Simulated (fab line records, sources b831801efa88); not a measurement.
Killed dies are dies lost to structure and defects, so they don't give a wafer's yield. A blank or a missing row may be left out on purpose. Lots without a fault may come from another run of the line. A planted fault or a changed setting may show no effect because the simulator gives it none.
Which tool did it? | flow sky130 | 14 lots, 42 wafers sampled, at 5 steps of a route of 708

WHAT THE GAUGES READ, wafer by wafer
SKY_FIELD_ISO_THK_MEAS_04.
lot  | measured    | on            | FIELD_ISO_CVD_03_THK (nm)
L626 | day 1 14:24 | film_metro-01 | 168.2 168.0 167.7
L627 | day 1 18:29 | film_metro-04 | 166.9 167.6 166.9
L628 | day 2 00:57 | film_metro-03 | 168.1 168.1 168.3
L631 | day 2 16:18 | film_metro-03 | 163.7 164.0 163.8
L632 | day 2 23:07 | film_metro-04 | 165.4 163.1 164.4
L635 | day 3 14:09 | film_metro-01 | 165.5 165.6 166.1
L636 | day 3 18:52 | film_metro-01 | 164.4 163.9 164.4
L637 | day 4 02:58 | film_metro-03 | 166.1 166.6 165.7
L640 | day 4 17:10 | film_metro-03 | 165.8 165.9 165.8
L642 | day 5 02:35 | film_metro-04 | 165.2 164.6 166.1
L643 | day 5 05:43 | film_metro-03 | 167.7 168.1 168.0
L646 | day 5 18:08 | film_metro-01 | 167.4 166.3 166.0
L647 | day 5 23:29 | film_metro-01 | 166.5 166.0 166.9
L649 | day 6 08:55 | film_metro-01 | 166.3 167.5 167.2

SKY_FIELD_ISO_CD_MEAS_13: target cd 150 nm.
lot  | measured    | on        | cd_nm (nm)
L626 | day 2 04:46 | cd_sem-02 | 152.2 153.2 151.4
L627 | day 2 08:55 | cd_sem-02 | 149.0 148.2 148.5
L628 | day 2 15:40 | cd_sem-02 | 151.6 152.1 151.0
L631 | day 3 07:06 | cd_sem-02 | 151.1 149.2 150.2
L632 | day 3 14:42 | cd_sem-02 | 152.4 152.4 152.2
L635 | day 4 05:47 | cd_sem-02 | 148.2 150.1 151.9
L636 | day 4 10:38 | cd_sem-02 | 148.3 150.9 148.7
L637 | day 4 18:20 | cd_sem-02 | 150.4 150.1 150.7
L640 | day 5 09:52 | cd_sem-02 | 149.1 148.5 150.0
L642 | day 5 20:21 | cd_sem-02 | 150.9 150.0 150.4
L643 | day 5 23:04 | cd_sem-02 | 149.2 150.0 151.0
L646 | day 6 12:19 | cd_sem-02 | 154.8 153.8 155.2
L647 | day 6 18:32 | cd_sem-01 | 152.3 151.5 152.0
L649 | day 7 03:17 | cd_sem-02 | 149.0 148.6 149.5

SKY_NWELL_OVL_MEAS_23.
lot  | measured     | on         | NWELL_01_OVL (nm)
L626 | day 5 02:38  | overlay-02 | -0.1 0.8 0.7
L627 | day 5 08:31  | overlay-02 | 1.4 2.1 1.6
L628 | day 5 17:35  | overlay-01 | 2.1 1.9 1.6
L631 | day 6 10:10  | overlay-02 | 0.4 0.9 1.2
L632 | day 7 02:38  | overlay-02 | 0.7 0.9 0.6
L635 | day 8 01:31  | overlay-02 | -1.3 -2.1 -1.3
L636 | day 8 04:19  | overlay-01 | 0.1 0.9 0.2
L637 | day 8 08:52  | overlay-01 | 1.7 1.8 0.6
L640 | day 9 00:02  | overlay-02 | 2.0 - -
L642 | day 9 11:17  | overlay-02 | 1.3 0.6 0.1
L643 | day 9 15:32  | overlay-02 | - -0.3 -
L646 | day 10 09:40 | overlay-02 | -0.5 -1.6 -0.4
L647 | day 10 15:31 | overlay-02 | -0.9 -0.6 -1.0
L649 | day 11 00:13 | overlay-01 | -0.7 0.9 -0.3

SKY_VT_ADJUST_HVTP_OVL_MEAS_08.
lot  | measured     | on         | VT_ADJUST_HVTP_OVL (nm)
L626 | day 5 21:10  | overlay-01 | 1.9 2.9 0.2
L627 | day 6 03:15  | overlay-01 | 3.7 2.5 0.3
L628 | day 6 12:41  | overlay-01 | -0.3 1.5 0.5
L631 | day 7 05:58  | overlay-02 | 0.1 1.3 -1.3
L632 | day 7 22:32  | overlay-01 | 1.6 1.7 0.6
L635 | day 8 22:30  | overlay-02 | 1.3 0.6 -0.4
L636 | day 9 01:19  | overlay-02 | -1.2 0.6 -1.7
L637 | day 9 06:21  | overlay-02 | 1.8 1.4 0.5
L640 | day 9 22:08  | overlay-02 | 1.3 1.5 0.2
L642 | day 10 09:58 | overlay-02 | 2.2 2.2 0.9
L643 | day 10 14:21 | overlay-01 | 1.1 0.8 1.2
L646 | day 11 08:54 | overlay-01 | 1.0 1.1 1.9
L647 | day 11 14:49 | overlay-01 | 0.2 -1.7 -1.1
L649 | day 12 00:24 | overlay-01 | 1.1 2.0 3.6

WHICH TOOL RAN EACH LOT (tool, then ch and the chambers of the sampled wafers, then the start)
lot  | SKY_NWELL_DEVELOP_22
L626 | litho_track-03 ch 0, day 5 02:00
L627 | litho_track-01 ch 0, day 5 08:00
L628 | litho_track-03 ch 0, day 5 17:00
L631 | litho_track-04 ch 0, day 6 10:00
L632 | litho_track-03 ch 0, day 7 02:00
L635 | litho_track-04 ch 0, day 8 01:00
L636 | litho_track-04 ch 0, day 8 04:00
L637 | litho_track-04 ch 0, day 8 08:00
L640 | litho_track-03 ch 0, day 8 23:00
L642 | litho_track-01 ch 0, day 9 11:00
L643 | litho_track-03 ch 0, day 9 15:00
L646 | litho_track-04 ch 0, day 10 09:00
L647 | litho_track-04 ch 0, day 10 15:00
L649 | litho_track-04 ch 0, day 11 00:00
- SKY_NWELL_DEVELOP_22: develop time 60 s.

WHAT THE TOOLS THEMSELVES READ (means of the sampled wafers that have a number; where no wafer has one, the mark that the record gives instead)
SKY_NWELL_DEVELOP_22.
lot  | tool           | developer_temp_C (C)
L626 | litho_track-03 | 23.00
L627 | litho_track-01 | 22.94
L628 | litho_track-03 | 23.01
L631 | litho_track-04 | 23.03
L632 | litho_track-03 | 22.86
L635 | litho_track-04 | 22.95
L636 | litho_track-04 | 23.08
L637 | litho_track-04 | 22.97
L640 | litho_track-03 | 23.09
L642 | litho_track-01 | 23.01
L643 | litho_track-03 | 23.06
L646 | litho_track-04 | 23.08
L647 | litho_track-04 | 22.98
L649 | litho_track-04 | 23.00

THE ANSWER, worked out from the rows above alone
Rule: what is usual is taken from the lots themselves. Put in order of their means at a reading, lots are off if they are a third of the lots or fewer, leave a main group of 4 or more, and stand apart from it by a gap of 3 or more times the standard deviation of the main group's means; of several such gaps the widest counts. A main group whose means are all the same, to the digits that the tables above print for the reading, isn't used. A lot without any number at a reading at which 4 lots or more have one is off too. The other lots that the step has rows for count as sound. The gauges are gone through in route order, then the tools' own readings, and for those a lot's mean is taken as printed above. The first step at which some lot is off is used, and at that step the reading that is off furthest; a lot without a number counts as furthest.
No lot is off at any reading shown: from this, nothing can be told.

WHAT THE SIMULATOR HAD PUT IN
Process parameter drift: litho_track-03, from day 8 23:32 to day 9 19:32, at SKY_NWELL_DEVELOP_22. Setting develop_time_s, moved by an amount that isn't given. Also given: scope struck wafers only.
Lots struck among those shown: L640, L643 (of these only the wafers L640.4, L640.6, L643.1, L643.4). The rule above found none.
